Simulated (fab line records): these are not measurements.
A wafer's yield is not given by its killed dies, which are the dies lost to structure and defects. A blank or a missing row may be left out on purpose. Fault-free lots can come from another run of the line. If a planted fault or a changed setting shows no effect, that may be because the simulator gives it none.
fab line records	flow sky130
record lots=10	wafers=30	last_day=50
route steps=708 shown METAL3@567 METAL4@625 VIA4@657 PASSIVATION@693
lots that met no fault: taken from a fault-free run of the same line
start_h: hours from the record's first day to the start of the lot's first wafer shown	wait_h: hours from the lot's prior step to this one	" the same as in the row above	L1.1+2: one row covering several wafers at once	- no value, or no start given	* or withheld: withheld	< > ~ a bound
route shown NAME@n: names a module that has steps shown in the file, with the first one's number in the route	usual: mean/standard deviation taken from wafers without a fault	same: alike in all rows	chamber/n: place in a boat	sites: each site's reading	_std_site: how widely they spread, as a standard deviation	_edge_site: mean of outer sites minus mean of inner sites	radius_mm: for every site, how far away it sits from the centre of the wafer	mask NAME#n: copy n	behind: the last tool/chamber to shape the wafer	hold: why the lot was held/for how many hours/how that ended	device: the transistor (n, p or np) that didn't switch	end of line: tests of these same wafers at the route's end	a step with no rows: only its recipe	killed: not the wafer's yield, but the dies lost to structure and defects at the first sort	map: shows each die of a wafer: x if killed, . if not, _ if none is there
set.NAME: the setting the step ran with; set.NAME@STEP: the setting that earlier step ran with	model.NAME: the simulator's own value behind a step, which no gauge read
steps of the route over a sample of lots; a table a step, a row a wafer
services: the hour from which a tool's chamber was out of use, counted from the record's first day as start_h (under 0 if before that day), plus the number of hours and why
## steps
# step SKY_METAL3_ETCH_17
# recipe target=SiO2	stop_on=TiN	chemistry=C4F8/O2/Ar	source_w=1500	bias_w=1200	pressure_mtorr=40	c4f8_flow_sccm=withheld	O2_flow_sccm=6	Ar_flow_sccm=300	time_s=3.9	target_depth_a=150
# usual oes_product_au=0.755/0.0067
lot.wafer	tool	chamber	start_h	wait_h	oes_product_au	rf_hours_counter_h
L513.3	rie_diel-01	2	906.04	0.0	0.758	20
L513.5	"	2	"	"	0.758	-
L513.6	"	3	"	"	0.752	-
L514.2	rie_diel-04	3	909.17	0.1	0.754	8
L514.4	"	0	"	"	0.767	6
L514.5	"	3	"	"	0.764	-
L518.1	rie_diel-02	3	940.51	0.1	0.756	12
L518.3	"	0	"	"	0.758	6
L518.5	"	3	"	"	0.761	-
L520.3	rie_diel-04	2	960.97	0.0	0.745	2
L520.5	"	2	"	"	0.760	-
L520.6	"	3	"	"	0.755	-
L527.2	rie_diel-02	1	1004.64	0.1	0.749	17
L527.4	"	2	"	"	0.754	18
L527.5	"	1	"	"	0.755	-
L531.1	rie_diel-02	3	1032.01	0.1	0.750	14
L531.4	"	0	"	"	0.752	9
L531.6	"	3	"	"	0.748	-
L532.2	rie_diel-02	1	1041.82	0.1	0.762	18
L532.3	"	3	"	"	0.752	15
L532.5	"	0	"	"	0.767	-
L533.2	rie_diel-01	3	1042.39	0.1	0.754	18
L533.5	"	0	"	"	0.764	-
L533.6	"	3	"	"	0.758	-
L534.1	rie_diel-02	0	1051.77	0.1	0.754	10
L534.2	"	3	"	"	0.748	15
L534.5	"	0	"	"	0.757	-
L535.2	rie_diel-01	2	1057.14	0.1	0.756	25
L535.3	"	0	"	"	0.761	2
L535.6	"	3	"	"	0.759	-
# step SKY_METAL4_SOFTBAKE_09
# recipe temp_c=100	time_s=92.46	resist=KrF-thick
# usual plate_sensor_t_centre_C=100.88/0.0099	plate_sensor_t_edge_C=100.95/0.01
lot.wafer	tool	chamber	start_h	wait_h	plate_sensor_t_centre_C	plate_sensor_t_edge_C
L513.3	litho_track-04	0	-	-	100.88	100.96
L513.5	"	0	"	"	100.9	100.95
L513.6	"	0	"	"	100.9	100.95
L514.2	litho_track-03	0	-	-	100.86	100.95
L514.4	"	0	"	"	100.88	100.94
L514.5	"	0	"	"	100.89	100.95
L518.1	litho_track-03	0	-	-	100.88	100.95
L518.3	"	0	"	"	100.89	100.93
L518.5	"	0	"	"	100.89	100.95
L520.3	litho_track-04	0	-	-	100.86	100.94
L520.5	"	0	"	"	100.87	100.95
L520.6	"	0	"	"	100.89	100.96
L527.2	litho_track-04	0	-	-	100.88	100.95
L527.4	"	0	"	"	100.89	100.95
L527.5	"	0	"	"	100.88	100.96
L531.1	litho_track-02	0	-	-	100.88	100.96
L531.4	"	0	"	"	100.87	100.97
L531.6	"	0	"	"	100.89	100.95
L532.2	litho_track-03	0	-	-	100.88	100.95
L532.3	"	0	"	"	100.88	100.96
L532.5	"	0	"	"	100.87	100.95
L533.2	litho_track-03	0	-	-	100.87	100.96
L533.5	"	0	"	"	100.88	100.95
L533.6	"	0	"	"	100.87	100.95
L534.1	litho_track-02	0	-	-	100.9	100.96
L534.2	"	0	"	"	100.87	100.95
L534.5	"	0	"	"	100.9	100.97
L535.2	litho_track-04	0	-	-	100.87	100.98
L535.3	"	0	"	"	100.89	100.97
L535.6	"	0	"	"	100.87	100.94
# step SKY_VIA4_CVD_18
# recipe material=W	target_thk_nm=505	time_s=152.14	temp_c=400	pressure_torr=40
# usual heater_power_w=926/49	susceptor_temp_C=400.04/0.22
lot.wafer	tool	chamber	start_h	wait_h	heater_power_w	susceptor_temp_C
L513.3	cvd_w-01	1	1007.52	0.1	932	399.88
L513.5	"	1	"	"	935	399.87
L513.6	"	0	"	"	906	400.30
L514.2	cvd_w-01	0	1012.11	0.0	937	400.18
L514.4	"	1	"	"	915	400.10
L514.5	"	1	"	"	899	400.22
L518.1	cvd_w-01	0	1041.48	0.0	897	400.07
L518.3	"	1	"	"	935	399.99
L518.5	"	0	"	"	899	400.19
L520.3	cvd_w-01	1	1058.96	0.1	938	399.66
L520.5	"	1	"	"	926	400.21
L520.6	"	0	"	"	924	399.68
L527.2	cvd_w-02	0	1096.14	0.0	988	400.15
L527.4	"	1	"	"	882	400.05
L527.5	"	0	"	"	1003	399.71
L531.1	cvd_w-01	1	1122.69	0.0	968	402.54
L531.4	"	0	"	"	907	402.57
L531.6	"	1	"	"	974	402.31
L532.2	cvd_w-01	1	1129.74	0.0	951	402.26
L532.3	"	0	"	"	934	402.70
L532.5	"	0	"	"	919	402.60
L533.2	cvd_w-01	0	1130.54	0.0	911	402.09
L533.5	"	1	"	"	946	402.89
L533.6	"	0	"	"	925	402.71
L534.1	cvd_w-02	1	1138.84	0.0	870	400.01
L534.2	"	0	"	"	1041	399.68
L534.5	"	0	"	"	1026	399.65
L535.2	cvd_w-02	0	1144.55	0.0	1012	399.97
L535.3	"	0	"	"	1042	400.00
L535.6	"	0	"	"	1032	399.78
# step SKY_VIA4_RS_MEAS_19
# recipe thk_meas_gauge=four-point-probe	reads=W_of_VIA4_CVD_18+TiN_of_VIA4_SPUTTER_17
# usual VIA4_W_RS=0.2270/0.0024
lot.wafer	tool	chamber	start_h	wait_h	VIA4_W_RS[ohm/sq]
L513.3	film_metro-02	-	1007.66	0.1	0.2287
L513.5	"	-	"	"	0.2275
L513.6	"	-	"	"	0.2291
L514.2	film_metro-02	-	1012.28	0.1	0.2244
L514.4	"	-	"	"	0.2248
L514.5	"	-	"	"	0.2277
L518.1	film_metro-03	-	1041.63	0.1	0.2240
L518.3	"	-	"	"	0.2267
L518.5	"	-	"	"	0.2273
L520.3	film_metro-02	-	1059.10	0.1	0.2279
L520.5	"	-	"	"	0.2259
L520.6	"	-	"	"	0.2197
L527.2	film_metro-01	-	1096.31	0.1	0.2298
L527.4	"	-	"	"	0.2297
L527.5	"	-	"	"	0.2297
L531.1	film_metro-02	-	1122.84	0.1	0.2179
L531.4	"	-	"	"	0.2145
L531.6	"	-	"	"	0.2174
L532.2	film_metro-01	-	1129.91	0.1	0.2175
L532.3	"	-	"	"	0.2149
L532.5	"	-	"	"	0.2134
L533.2	film_metro-01	-	1130.71	0.1	0.2163
L533.5	"	-	"	"	0.2151
L533.6	"	-	"	"	0.2165
L534.1	film_metro-03	-	1138.99	0.1	0.2283
L534.2	"	-	"	"	0.2289
L534.5	"	-	"	"	0.2269
L535.2	film_metro-01	-	1144.72	0.1	0.2299
L535.3	"	-	"	"	0.2292
L535.6	"	-	"	"	0.2289
# step SKY_VIA4_THK_MEAS_20
# recipe thk_meas_gauge=xrf	reads=W_of_VIA4_CVD_18
# usual VIA4_W_THK=510/8.2
lot.wafer	tool	chamber	start_h	wait_h	VIA4_W_THK[nm]
L513.3	film_metro-02	-	1007.76	0.1	507
L513.5	"	-	"	"	506
L513.6	"	-	"	"	505
L514.2	film_metro-02	-	1012.39	0.1	520
L514.4	"	-	"	"	519
L514.5	"	-	"	"	512
L518.1	film_metro-03	-	1041.75	0.1	510
L518.3	"	-	"	"	506
L518.5	"	-	"	"	504
L520.3	film_metro-02	-	1059.20	0.1	504
L520.5	"	-	"	"	509
L520.6	"	-	"	"	526
L527.2	film_metro-01	-	1096.42	0.1	513
L527.4	"	-	"	"	513
L527.5	"	-	"	"	513
L531.1	film_metro-02	-	1122.96	0.1	532
L531.4	"	-	"	"	539
L531.6	"	-	"	"	530
L532.2	film_metro-01	-	1130.02	0.1	537
L532.3	"	-	"	"	546
L532.5	"	-	"	"	549
L533.2	film_metro-01	-	1130.82	0.1	542
L533.5	"	-	"	"	547
L533.6	"	-	"	"	548
L534.1	film_metro-03	-	1139.11	0.1	500
L534.2	"	-	"	"	495
L534.5	"	-	"	"	503
L535.2	film_metro-01	-	1144.83	0.1	507
L535.3	"	-	"	"	509
L535.6	"	-	"	"	515
# step SKY_PASSIVATION_STRIP_12
# recipe chemistry=O2/N2	power_w=1400	pressure_mtorr=1500	platen_temp_c=withheld	overash_fraction=0.7	o2_flow_sccm=3000	n2_flow_sccm=300
# usual drypump_motor_current_A=5.6/0.34	n2_flow_sccm=300.1/0.9	oes_product_au=0.661/0.0041	strip_time_to_endpoint_s=31.57/0.17
lot.wafer	tool	chamber	start_h	wait_h	drypump_motor_current_A	n2_flow_sccm	oes_product_au	rf_hours_counter_h	strip_time_to_endpoint_s
L513.3	plasma_asher-03	1	1054.91	0.1	5.3	300.5	0.659	-	31.36
L513.5	"	1	"	"	5.3	300.1	0.662	-	31.36
L513.6	"	0	"	"	5.9	299.7	0.668	-	31.33
L514.2	plasma_asher-03	0	1059.02	0.1	5.9	299.4	0.662	88	31.73
L514.4	"	1	"	"	5.3	302.7	0.664	-	31.71
L514.5	"	0	"	"	5.9	299.7	0.656	-	31.67
L518.1	plasma_asher-02	0	1085.82	0.1	5.3	299.4	0.652	63	31.50
L518.3	"	0	"	"	5.3	299.7	0.656	-	31.33
L518.5	"	1	"	"	5.4	300.5	0.660	-	31.36
L520.3	plasma_asher-01	0	1102.72	0.1	5.4	299.8	0.659	-	31.69
L520.5	"	0	"	"	5.4	299.7	0.660	-	31.49
L520.6	"	1	"	"	6.2	301.6	0.656	-	31.67
L527.2	plasma_asher-03	1	1136.67	0.1	5.3	299.9	0.657	95	31.28
L527.4	"	1	"	"	5.3	299.3	0.660	-	31.32
L527.5	"	0	"	"	5.9	300.4	0.662	-	31.43
L531.1	plasma_asher-03	1	1161.58	0.1	5.3	299.6	0.663	98	31.49
L531.4	"	0	"	"	5.9	300.7	0.661	-	31.61
L531.6	"	1	"	"	5.2	297.5	0.668	-	31.56
L532.2	plasma_asher-01	0	1167.43	0.1	5.4	299.9	0.663	10	31.47
L532.3	"	1	"	"	6.2	298.5	0.656	-	31.52
L532.5	"	1	"	"	6.2	300.0	0.661	-	31.57
L533.2	plasma_asher-03	1	1168.38	0.1	5.3	300.1	0.657	99	31.71
L533.5	"	0	"	"	5.9	300.6	0.660	-	31.33
L533.6	"	1	"	"	5.2	300.7	0.670	-	31.69
L534.1	plasma_asher-03	0	1174.42	0.1	5.9	300.8	0.665	100	31.62
L534.2	"	1	"	"	5.3	299.9	0.658	100	31.48
L534.5	"	1	"	"	5.2	300.0	0.656	-	31.76
L535.2	plasma_asher-02	1	1181.17	0.1	5.4	298.7	0.661	71	31.30
L535.3	"	1	"	"	5.4	300.5	0.662	-	31.39
L535.6	"	0	"	"	5.3	300.5	0.666	-	31.35
## services
tool	chamber	start_h	hours	kind
rie_diel-04	3	898.14	1.9	repair
cvd_w-01	-	904.00	14.0	pm
plasma_asher-03	-	907.12	14.6	pm
rie_diel-02	1	907.24	4.4	repair
plasma_asher-01	-	917.81	11.4	repair
plasma_asher-03	-	922.11	4.3	repair
plasma_asher-02	-	931.53	2.7	repair
plasma_asher-02	-	935.02	3.1	repair
plasma_asher-03	-	950.70	0.7	repair
cvd_w-02	1	954.55	9.0	repair
rie_diel-04	0	956.46	6.5	repair
plasma_asher-01	-	961.07	1.9	repair
rie_diel-04	2	961.79	48.2	repair
rie_diel-01	3	966.64	46.5	repair
cvd_w-01	-	988.35	0.6	repair
rie_diel-01	-	993.07	14.6	pm
rie_diel-02	-	1001.26	2.8	pm
rie_diel-01	-	1027.35	0.9	repair
rie_diel-02	3	1078.38	1.7	repair
rie_diel-02	3	1086.09	7.0	repair
rie_diel-02	3	1124.42	8.6	repair
rie_diel-01	1	1139.25	6.5	repair
rie_diel-02	2	1145.59	9.7	repair
rie_diel-01	3	1151.76	14.0	repair
## key
first_sign step=SKY_VIA4_CVD_18	reading=susceptor_temp_C	direction=up	sigmas=11	usual=*	struck=*
effect step=SKY_VIA4_RS_MEAS_19	reading=VIA4_W_RS	direction=down	sigmas=4.6	usual=0.2270	struck=0.2159
effect step=SKY_VIA4_THK_MEAS_20	reading=VIA4_W_THK	direction=up	sigmas=3.8	usual=510	struck=541
met_at SKY_VIA4_CVD_18
struck_lots L531,L532,L533
not_acting_at SKY_METAL3_ETCH_17,SKY_METAL4_SOFTBAKE_09,SKY_PASSIVATION_STRIP_12
onset_between 1058.96 1122.69
fault kind=process_parameter_drift	tool=cvd_w-01	chamber=-	onset_h=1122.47	steps=SKY_VIA4_CVD_18	channel=temp_c	offset=*	shape=step	end_h=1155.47	acts_in=*	stated=*
